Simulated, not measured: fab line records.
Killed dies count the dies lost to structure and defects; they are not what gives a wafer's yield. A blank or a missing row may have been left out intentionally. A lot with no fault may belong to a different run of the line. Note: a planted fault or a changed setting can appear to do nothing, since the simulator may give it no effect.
Struck lot and sound lot, side by side / flow sky130 / 44 steps out of a route of 708
Sound: the wafers L116.2, L116.3, L116.6. Wafers L131.2, L131.3, L131.5 were the ones struck. The cause is given at the end.
Each step with rows lists, per side, the tool, then ch with its chambers, then its first start. Under that, the readings that differ: sound wafers / struck wafers / difference of the means / sigmas: that difference in standard deviations of wafers without a fault.
alike: a reading whose means differ by less than 2 such deviations, as well as words and numbers matching on both sides. not compared: withheld readings; readings where some wafer has no value; bounds like >300 that might hide an equal value; numbers whose values overlap and for which the record gives no deviation.
A row with sigmas, a row that says differs or no value, or rows on one side alone: a step with any of these is where the two part. Numbers that don't overlap but have no deviation are shown without sigmas and don't part them. A reading missing from all wafers of one side parts the sides only when that side holds two or more wafers.

first, 5 steps without rows for these wafers: SKY_FIELD_ISO_WET_ETCH_18 (etches Si3N4 in H3PO4, target depth 25 nm, time 286 s); SKY_FIELD_ISO_CLEAN_19 (cleans in SC1/SC2, time 150 s); SKY_FIELD_ISO_CLEAN_20 (cleans in dHF, time 20 s); SKY_FIELD_ISO_WET_ETCH_21 (etches SiO2 in dHF, target depth 20 nm, time 400 s); SKY_FIELD_ISO_OXIDATION_22 (stabilise 600 s, purge 300 s, target thk 10 nm).
SKY_FIELD_ISO_THK_MEAS_23:
  sound: film-metro-02 at day 3 12:59; struck: film-metro-04 at day 7 01:04
  alike: FIELD_ISO_OXIDATION_01_THK
then, 1 step without rows for these wafers: SKY_FIELD_ISO_CVD_24 (deposits SiO2, target thk 595 nm, time 99.2 s).
SKY_FIELD_ISO_THK_MEAS_25:
  sound: film-metro-03 at day 3 13:07; struck: film-metro-04 at day 7 01:12
  alike: FIELD_ISO_CVD_24_THK
then, 1 step without rows for these wafers: SKY_FIELD_ISO_ANNEAL_26 (time 1800 s).
SKY_FIELD_ISO_CMP_27: polishes, stops on Si3N4, t overpolish 16 s, target thk 457.8 nm.
  sound on cmp-02 ch 0,1,2, day 3 14:46; struck on cmp-02 ch 0,1,3, day 7 02:45
  alike: head-pressure-psi, motor-current-A, overpolish-run-s, time-to-endpoint-s
then, 2 steps without rows for these wafers: SKY_FIELD_ISO_WET_ETCH_28 (etches SiO2 in dHF, target depth 23.7 nm, time 47 s); SKY_FIELD_ISO_WET_ETCH_29 (etches Si3N4 in H3PO4, target depth 160 nm, time 1825 s).
SKY_FIELD_ISO_WET_ETCH_30: etches SiO2 in dHF, target depth 25 nm, time 50 s.
  sound on wet-bench-04 ch 1, day 3 15:31; struck on wet-bench-02 ch 0, day 7 03:35
reading=bath-heat-duty-pct (%); sound=7.6 6.8 8.3; struck=24.9 26.7 27.5; difference=+18.8; sigmas=+21
reading=temp-c (C); sound=25.07 25.15 25.28; struck=39.78 39.97 39.78; difference=+14.68; sigmas=+99 or more
reading=model.SiO2_of_FIELD_ISO_CVD_24.thk-nm (nm); sound=406 404.9 406.1; struck=387.7 385.1 385.9; difference=-19.4; sigmas=
then, 2 steps without rows for these wafers: SKY_NWELL_CLEAN_00 (cleans in SC1/SC2, time 150 s); SKY_NWELL_OXIDATION_01 (stabilise 600 s, purge 300 s, target thk 10 nm).
SKY_NWELL_THK_MEAS_02:
  sound: film-metro-04 at day 3 16:59; struck: film-metro-04 at day 7 05:04
  alike: NWELL_OXIDATION_THK
then, 8 steps without rows for these wafers: SKY_DNWELL_DEHYDRATE_00 (time 60 s); SKY_DNWELL_HMDS_01 (prime time 60 s); SKY_DNWELL_COAT_02 (resist thk 3000 nm); SKY_DNWELL_SOFTBAKE_03; SKY_DNWELL_EXPOSE_04 (exposes mask DNM, target cd 3000 nm); SKY_DNWELL_PEB_05; SKY_DNWELL_DEVELOP_06 (develop time 60 s); SKY_DNWELL_IMPLANT_07.
SKY_DNWELL_STRIP_08: strips in O2/N2.
  sound on plasma-asher-02 ch 0,1, day 4 09:42; struck on plasma-asher-02 ch 1, day 8 00:15
  alike: chamber-pressure-mTorr, drypump-motor-current-A, oes-product-au, strip-time-to-endpoint-s
  not compared: rf-hours-counter-h
SKY_DNWELL_TW_MEAS_09:
  sound: film-metro-04 at day 4 09:49; struck: film-metro-03 at day 8 00:22
reading=DNWELL_TW; sound=1144 1144 1146; struck=1114 1107 1114; difference=-33; sigmas=-3
then, 7 steps without rows for these wafers: SKY_PWDE_DEHYDRATE_00 (time 60 s); SKY_PWDE_HMDS_01 (prime time 60 s); SKY_PWDE_COAT_02 (resist thk 3000 nm); SKY_PWDE_SOFTBAKE_03; SKY_PWDE_EXPOSE_04 (exposes mask PWDEM, target cd 840 nm); SKY_PWDE_PEB_05; SKY_PWDE_DEVELOP_06 (develop time 60 s).
SKY_PWDE_OVL_MEAS_07:
  sound: overlay-02 at day 5 02:44; struck: overlay-01 at day 8 21:23
  alike: PWDE_OVL
after that, 1 step had no rows for these wafers: SKY_PWDE_IMPLANT_08.
SKY_PWDE_STRIP_09: strips in O2/N2.
  sound on plasma-asher-02 ch 1, day 5 02:55; struck on plasma-asher-04 ch 0,1, day 8 21:34
reading=chamber-pressure-mTorr (mTorr); sound=1502.0 1502.2 1502.9; struck=1497.8 1501.3 1499.2; difference=-2.9; sigmas=-2
  alike: drypump-motor-current-A, oes-product-au, strip-time-to-endpoint-s
  not compared: rf-hours-counter-h
SKY_PWDE_TW_MEAS_10:
  sound: film-metro-04 at day 5 03:02; struck: film-metro-04 at day 8 21:41
  alike: PWDE_TW
then, 5 steps without rows for these wafers: SKY_NWELL_DEHYDRATE_03 (time 60 s); SKY_NWELL_HMDS_04 (prime time 60 s); SKY_NWELL_COAT_05 (resist thk 3000 nm); SKY_NWELL_SOFTBAKE_06; SKY_NWELL_EXPOSE_07 (exposes mask NWM, target cd 840 nm).
-- the record jumps here: 26 days lie between the struck wafers' starts before and after (it left off in module NWELL and takes up again in module SALICIDE, whose first step shown is number 361 of the route) --
SKY_SALICIDE_CLEAN_00: cleans in HF-last, time 30 s.
  sound on wet-bench-02 ch 0, day 29 18:08; struck on wet-bench-02 ch 0, day 35 06:10
reading=model.SiO2_of_FIELD_ISO_CVD_24.thk-nm (nm); sound=359.5 358.4 359.4; struck=341.4 338.9 339.6; difference=-19.1; sigmas=
-- the record jumps here: 16 days lie between the struck wafers' starts before and after (it left off in module SALICIDE and takes up again in module PAD_OPEN, whose first step shown is number 708 of the route) --
SKY_PAD_OPEN_PROBE_99:
  sound: prober-02 at day 47 06:13; struck: prober-01 at day 50 22:25
reading=model.etest.res_p_drift_20v.line-ohm-um; sound=1.193e+04 1.115e+04 1.108e+04; struck=9700 9822 9528; difference=-1703; sigmas=
reading=model.etest.res_p_drift_20v.rs-ohm-sq; sound=9948 9437 9215; struck=8020 8226 7937; difference=-1472; sigmas=
reading=model.etest.pfet_16v.r-on-ohm-um; sound=1.577e+04 1.534e+04 1.519e+04; struck=1.456e+04 1.465e+04 1.442e+04; difference=-8.900e+02; sigmas=
reading=model.etest.res-iso-pwell.rs-ohm-sq; sound=3553 3233 3180; struck=2969 3064 2884; difference=-350; sigmas=
reading=model.etest.res-iso-pwell.line-ohm-um; sound=1323 1223 1201; struck=1115 1140 1093; difference=-133; sigmas=
reading=model.etest.res-nwell.rs-ohm-sq; sound=975.3 933.1 929.8; struck=830 841.1 819.8; difference=-116; sigmas=
reading=model.etest.pfet_16v.drive-ua-um; sound=240.1 242.6 243.8; struck=251.8 254.1 256.6; difference=+12.0; sigmas=
reading=model.etest.cap-li-to-poly.c-af-um2; sound=97.28 97.44 96.62; struck=91.93 93.24 88.44; difference=-5.91; sigmas=
  alike: killed_at_M0_to_M3, killed_at_M4_up, killed-at-contacts, killed-at-front-end, killed-at-other, killed-dies, killed-on-rim, killed-open, killed-short

WHERE THEY PART
Last at SKY_PWDE_STRIP_09 as far as this record goes, first at SKY_FIELD_ISO_WET_ETCH_30. Later steps at which nothing parts them and some readings are alike: SKY_PWDE_TW_MEAS_10, SKY_PAD_OPEN_PROBE_99.

WHY: the cause the simulator had injected
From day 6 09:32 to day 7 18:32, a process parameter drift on wet-bench-02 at SKY_FIELD_ISO_WET_ETCH_30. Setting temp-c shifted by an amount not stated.
